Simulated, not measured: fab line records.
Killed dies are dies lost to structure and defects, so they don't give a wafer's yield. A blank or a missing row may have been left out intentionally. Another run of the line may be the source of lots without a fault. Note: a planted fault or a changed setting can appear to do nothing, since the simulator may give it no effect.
Which tool did it? -- flow gf180mcu -- Sampling: 13 lots, 39 wafers, 3 of 602 route steps

WHAT THE GAUGES READ, wafer by wafer
GF_V1_RS_MEAS_24: measurement is done with a four-point probe.
lot,measured,on,V1_W_RS (ohm/sq)
L577,day 18 16:27,filmMetro-03,0.329 0.327 0.328
L578,day 18 22:46,filmMetro-02,0.329 0.334 0.331
L580,day 20 00:13,filmMetro-03,0.326 0.325 0.315
L582,day 20 08:46,filmMetro-01,0.333 0.330 0.330
L583,day 21 09:20,filmMetro-03,0.334 0.332 0.337
L585,day 21 14:55,filmMetro-01,0.339 0.334 0.336
L586,day 21 19:57,filmMetro-02,0.338 0.341 0.335
L587,day 22 18:49,filmMetro-03,0.323 0.325 0.330
L594,day 25 02:30,filmMetro-03,0.327 0.323 0.325
L595,day 25 05:07,filmMetro-01,0.335 0.337 0.331
L596,day 25 06:35,filmMetro-01,0.329 0.333 0.332
L597,day 25 12:16,filmMetro-03,0.340 0.336 0.328
L600,day 26 06:00,filmMetro-03,0.321 0.330 0.333

GF_M2_CD_MEAS_14 targets a cd of 280 nm.
lot,measured,on,cdNm (nm)
L577,day 19 18:22,cdSem-02,280.3 282.2 281.0
L578,day 19 23:59,cdSem-01,281.0 280.9 281.4
L580,day 21 01:14,cdSem-02,279.8 279.1 279.8
L582,day 21 08:47,cdSem-02,278.8 280.3 281.5
L583,day 22 10:07,cdSem-01,279.3 278.5 279.3
L585,day 22 14:53,cdSem-02,280.1 278.9 278.3
L586,day 22 20:05,cdSem-01,279.4 278.7 278.0
L587,day 23 18:59,cdSem-02,280.2 280.0 279.3
L594,day 25 23:52,cdSem-02,281.3 280.7 280.1
L595,day 26 03:31,cdSem-02,281.2 281.2 279.4
L596,day 26 04:48,cdSem-01,281.6 280.9 280.5
L597,day 26 09:26,cdSem-02,278.0 277.3 278.1
L600,day 27 03:17,cdSem-02,280.7 279.4 280.0

GF_M2_OVL_MEAS_15.
lot,measured,on,M2_OVL (nm)
L577,day 19 18:28,overlay-01,-6 -1 -3
L578,day 20 00:07,overlay-01,1 -7 1
L580,day 21 01:22,overlay-01,1 -4 -2
L582,day 21 08:55,overlay-01,5 1 -3
L583,day 22 10:13,overlay-01,-2 0 -2
L585,day 22 15:01,overlay-02,-2 -7 -4
L586,day 22 20:13,overlay-01,1 10 6
L587,day 23 19:06,overlay-02,-7 -1 -7
L594,day 25 23:58,overlay-02,0 -5 -3
L595,day 26 03:37,overlay-02,0 2 -1
L596,day 26 04:55,overlay-02,-3 4 1
L597,day 26 09:34,overlay-02,-12 -9 -3
L600,day 27 03:25,overlay-02,-7 0 -10

WHICH TOOL RAN EACH LOT (tool, then ch and the chambers of the sampled wafers, then the start)
The record holds no process step before these readings.

AS READ BY THE TOOLS THEMSELVES (means over the sampled wafers that have a number; for cases with no such wafer, the mark the record gives instead)
The record holds no such reading with a usual standard deviation.

THE ANSWER, worked out from the rows above alone
Rule: what is usual is taken from the lots themselves. Put in order of their means at a reading, lots are off if they are a third of the lots or fewer, leave a main group of 4 or more, and stand apart from it by a gap of 3 or more times the standard deviation of the main group's means; of several such gaps the widest counts. A main group is skipped when, at the precision printed for the reading in the tables above, its means are all equal. Also off: a lot with no number at a reading for which 4 or more lots have one. All remaining lots with rows at the step are treated as sound. After the gauges, taken in route order, come the tools' own readings; for these a lot's mean is taken, as printed above. The first step at which some lot is off is used, and at that step the reading that is off furthest; a lot without a number counts as furthest.
No lot is off on any of the readings shown, so nothing can be concluded from this.

WHAT THE SIMULATOR PUT IN
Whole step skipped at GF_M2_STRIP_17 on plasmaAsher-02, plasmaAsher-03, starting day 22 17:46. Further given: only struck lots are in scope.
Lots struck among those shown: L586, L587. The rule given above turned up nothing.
